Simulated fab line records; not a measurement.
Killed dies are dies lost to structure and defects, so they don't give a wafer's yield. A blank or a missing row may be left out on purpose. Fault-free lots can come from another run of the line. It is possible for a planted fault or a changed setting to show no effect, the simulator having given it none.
Comparing a struck lot with a sound one | flow gf180mcu | 27 out of 602 route steps
Sound: wafers L180.4, L180.5, L180.6. The struck wafers were L194.2, L194.4, L194.6. Last of all comes the cause.
Each step with rows lists, per side, the tool, then ch with its chambers, then its first start. Under that, the readings that differ: sound wafers | struck wafers | difference of the means | sigmas: that difference in standard deviations of wafers without a fault.
alike: readings with means less than 2 such deviations apart, plus words and numbers identical on both sides. not compared: withheld readings, readings lacking a value on some wafer, bounds such as >300 that could conceal the same value, and numbers that have no deviation in the record and whose values overlap.
Wherever a step has rows on one side only, a row that says differs or no value, or a row with sigmas, the two part there. Non-overlapping numbers with no deviation appear without sigmas and do not part them. A reading that every wafer of one side lacks parts them only if that side has two wafers or more.

GF_DNWELL_STRIP_08: strips in O2/N2.
  sound on plasma asher-03 ch 0,1, day 2 19:45; struck on plasma asher-01 ch 0,1, day 5 21:24
  reading                      | sound             | struck            | difference | sigmas
  strip time to endpoint s (s) | 36.84 36.85 36.80 | 36.97 37.03 37.07 | +0.19      | +2
  alike: chamber pressure mTorr, drypump motor current A, heater power w, oes product au
  not compared: rf hours counter h
GF_DNWELL_TW_MEAS_09:
  struck on film metro-02, day 5 21:31; sound on film metro-01, day 2 19:51
  alike: DNWELL_TW
then, 7 steps without rows for these wafers: GF_NWELL_DEHYDRATE_00 (time 60 s); GF_NWELL_HMDS_01 (prime time 60 s); GF_NWELL_COAT_02 (resist thk 3000 nm); GF_NWELL_SOFTBAKE_03; GF_NWELL_EXPOSE_04 (exposes mask Nwell, target cd 860 nm); GF_NWELL_PEB_05; GF_NWELL_DEVELOP_06 (develop time 60 s).
GF_NWELL_OVL_MEAS_07:
  struck on overlay-01, day 6 12:07; sound on overlay-01, day 3 08:44
  alike: NWELL_OVL
then, 2 steps without rows for these wafers: GF_NWELL_IMPLANT_08; GF_NWELL_IMPLANT_09.
GF_NWELL_STRIP_10: strips in O2/N2.
  sound on plasma asher-03 ch 0,1, day 3 09:05; struck on plasma asher-02 ch 0,1, day 6 12:26
  no value came back on the struck wafers for any of 5 readings (chamber pressure mTorr (mTorr), drypump motor current A (A) and others); on the sound wafers chamber pressure mTorr (mTorr) reads 1500.4 1497.3 1500.2
  reading                                 | sound | struck         | difference | sigmas
  model.coat_of_NWELL_COAT_02.thk nm (nm) | 0 0 0 | 3028 3041 3036 | +3035      |
  not compared: rf hours counter h
GF_NWELL_TW_MEAS_11:
  struck on film metro-01, day 6 12:33; sound on film metro-01, day 3 09:11
  alike: NWELL_TW
then, 7 steps without rows for these wafers: GF_LVPWELL_DEHYDRATE_00 (time 60 s); GF_LVPWELL_HMDS_01 (prime time 60 s); GF_LVPWELL_COAT_02 (resist thk 3000 nm); GF_LVPWELL_SOFTBAKE_03; GF_LVPWELL_EXPOSE_04 (exposes mask LVPWELL, target cd 600 nm); GF_LVPWELL_PEB_05; GF_LVPWELL_DEVELOP_06 (develop time 60 s).
GF_LVPWELL_OVL_MEAS_07:
  struck on overlay-01, day 7 03:57; sound on overlay-02, day 3 22:34
  reading          | sound        | struck         | difference | sigmas
  LVPWELL_OVL (nm) | -0.3 2.8 1.0 | -1.6 -2.2 -1.7 | -3.0       | -2
then, 2 steps without rows for these wafers: GF_LVPWELL_IMPLANT_08; GF_LVPWELL_IMPLANT_09.
GF_LVPWELL_STRIP_10: strips in O2/N2.
  sound on plasma asher-01 ch 0,1, day 3 22:55; struck on plasma asher-01 ch 0, day 7 04:17
  reading                      | sound             | struck            | difference | sigmas
  oes product au (a.u.)        | 0.730 0.727 0.730 | 0.744 0.747 0.747 | +0.017     | +4
  strip time to endpoint s (s) | 36.94 37.00 37.00 | 81.74 81.99 81.88 | +44.89     | +99 or more
  alike: chamber pressure mTorr, drypump motor current A, heater power w
  not compared: rf hours counter h
GF_LVPWELL_TW_MEAS_11:
  struck on film metro-01, day 7 04:23; sound on film metro-02, day 3 23:01
  reading    | sound       | struck   | difference | sigmas
  LVPWELL_TW | 554 556 552 | 30 30 30 | -524       | -86
then, 1 step without rows for these wafers: GF_MVSD_DEHYDRATE_00 (time 60 s).

== WHERE THEY PART ==
First at GF_DNWELL_STRIP_08; last, within this record, at GF_LVPWELL_TW_MEAS_11.

WHY: what had been put in by the simulator
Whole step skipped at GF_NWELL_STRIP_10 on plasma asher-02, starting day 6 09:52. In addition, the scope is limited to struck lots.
